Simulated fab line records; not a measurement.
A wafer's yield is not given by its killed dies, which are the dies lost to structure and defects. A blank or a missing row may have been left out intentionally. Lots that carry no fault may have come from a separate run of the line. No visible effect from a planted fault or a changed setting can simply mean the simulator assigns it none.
Problem report in the 8D (eight disciplines) form, filled by code || flow gf180mcu || the parts of the form that need people (team, actions taken, sign-off) are left out

1. PROBLEM STATEMENT
Wafers without a fault read 80 s, standard deviation 4.7; time to endpoint s at GF_V1_CMP_04 reads a mean of 107 s on 6 wafers belonging to 2 lots. That puts it +5.7 standard deviations away from the usual mean.
The step: polishes SiO2.
First observed at day 24 19:30: wafer L938.3, on cmp-01. The record holds 39 wafers of 13 lots with a number at this step. Rule for "out", or "out of limits": more than 4 standard deviations from the usual mean. The other wafers with a number count as sound.

2. WHAT IT IS AND WHAT IT IS NOT
{"question": "which readings at this step", "is": "time to endpoint s", "is not": "motor current A"}
{"question": "which lots", "is": "L938, L939", "is not": "L916, L917, L918, L920, L921, L922, L923, L924, L926, L927, L928"}
{"question": "which wafers of those lots", "is": "all that have a number", "is not": "-"}
{"question": "read on which tools", "is": "cmp-01", "is not": "cmp-02"}
{"question": "when", "is": "from day 24 19:30", "is not": "up to then (33 sound wafers)"}

3. SUSPECTS, AND WHAT RULES EACH OUT
Counting: a tool at any process step up to the reading remains a suspect when it ran all the lots that are out and ran no sound lot after the first of those.
- cmp-01 at GF_V1_CMP_04 (polishes SiO2): kept. It ran every lot that is out, first L938 (day 24 19:30), and no sound lot after that; its last sound lot up to then is L927 (day 21 17:37). Its own readings are out on those wafers: time to endpoint s.
Left after counting: cmp-01 at GF_V1_CMP_04.

4. THE CAUSE (what the simulator had put in)
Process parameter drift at GF_V1_CMP_04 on cmp-01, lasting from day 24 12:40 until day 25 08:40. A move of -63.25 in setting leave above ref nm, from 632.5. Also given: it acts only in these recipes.
Only this tool survived the counting.

5. THE CHAIN OF EFFECTS, in route order
Rows list readings where the struck wafers' mean (over those with a number) sits beyond 3 standard deviations from the usual. Only readings whose record carries a usual standard deviation are examined. hours: median over the lots of the time between each lot's start at the first step of this table that gives one and its start at this step. sigmas: the change, counted in usual standard deviations.
{"hours": 0, "step": "GF_V1_CMP_04", "reading": "time to endpoint s", "usual": "80 s", "on struck wafers": 107, "change": "+27", "sigmas": "+5.7"}
{"hours": "-", "step": "GF_V1_ETCH_17", "reading": "oes product au", "usual": "0.856 a.u.", "on struck wafers": 0.806, "change": -0.049, "sigmas": -11}
The process steps in it:
- GF_V1_CMP_04: polishes SiO2.
- GF_V1_ETCH_17: etches SiO2 in C4F8/O2/Ar, stops on TiN, target depth 630 nm.
At these later measuring or inspecting steps, every struck wafer for which the step has a row has a number for every such reading, and none has moved that far: GF_V1_OVL_MEAS_15.

6. HOW IT WOULD HAVE BEEN CAUGHT EARLIER
First out-of-limits reading in this record: day 24 19:30, which is 7 hours after fault onset at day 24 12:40.
